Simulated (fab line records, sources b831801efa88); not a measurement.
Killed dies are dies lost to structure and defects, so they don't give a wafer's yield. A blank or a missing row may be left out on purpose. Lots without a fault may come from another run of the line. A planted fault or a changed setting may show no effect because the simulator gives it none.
Which tool did it? | flow gf180mcu | 11 lots, 33 wafers sampled, at 1 step of a route of 602

WHAT THE GAUGES READ, wafer by wafer
GF_STI_BOW_MEAS_00.
lot  | measured    | on            | INCOMING_BOW (um)
L798 | day 2 01:01 | film_metro-03 | -3 8 3
L799 | day 2 06:00 | film_metro-02 | 11 -4 -3
L801 | day 2 16:00 | film_metro-01 | 10 -6 0
L804 | day 3 07:00 | film_metro-01 | 3 -8 -7
L810 | day 4 13:02 | film_metro-02 | 7 12 12
L811 | day 4 18:00 | film_metro-02 | 1 1 -9
L812 | day 4 23:01 | film_metro-02 | -7 -6 2
L815 | day 5 14:00 | film_metro-01 | 7 4 10
L816 | day 5 19:00 | film_metro-03 | 7 -1 9
L817 | day 6 00:01 | film_metro-02 | -1 6 0
L818 | day 6 05:00 | film_metro-03 | 6 -7 10

WHICH TOOL RAN EACH LOT (tool, then ch and the chambers of the sampled wafers, then the start)
The record holds no process step before these readings.

THE ANSWER, worked out from the rows above alone
Rule: what is usual is taken from the lots themselves. Put in order of their means at a reading, lots are off if they are a third of the lots or fewer, leave a main group of 4 or more, and stand apart from it by a gap of 3 or more times the standard deviation of the main group's means; of several such gaps the widest counts. A main group whose means are all the same, to the digits that the tables above print for the reading, isn't used. A lot without any number at a reading at which 4 lots or more have one is off too. The other lots that the step has rows for count as sound.
No lot is off at any reading shown: from this, nothing can be told.

WHAT THE SIMULATOR HAD PUT IN
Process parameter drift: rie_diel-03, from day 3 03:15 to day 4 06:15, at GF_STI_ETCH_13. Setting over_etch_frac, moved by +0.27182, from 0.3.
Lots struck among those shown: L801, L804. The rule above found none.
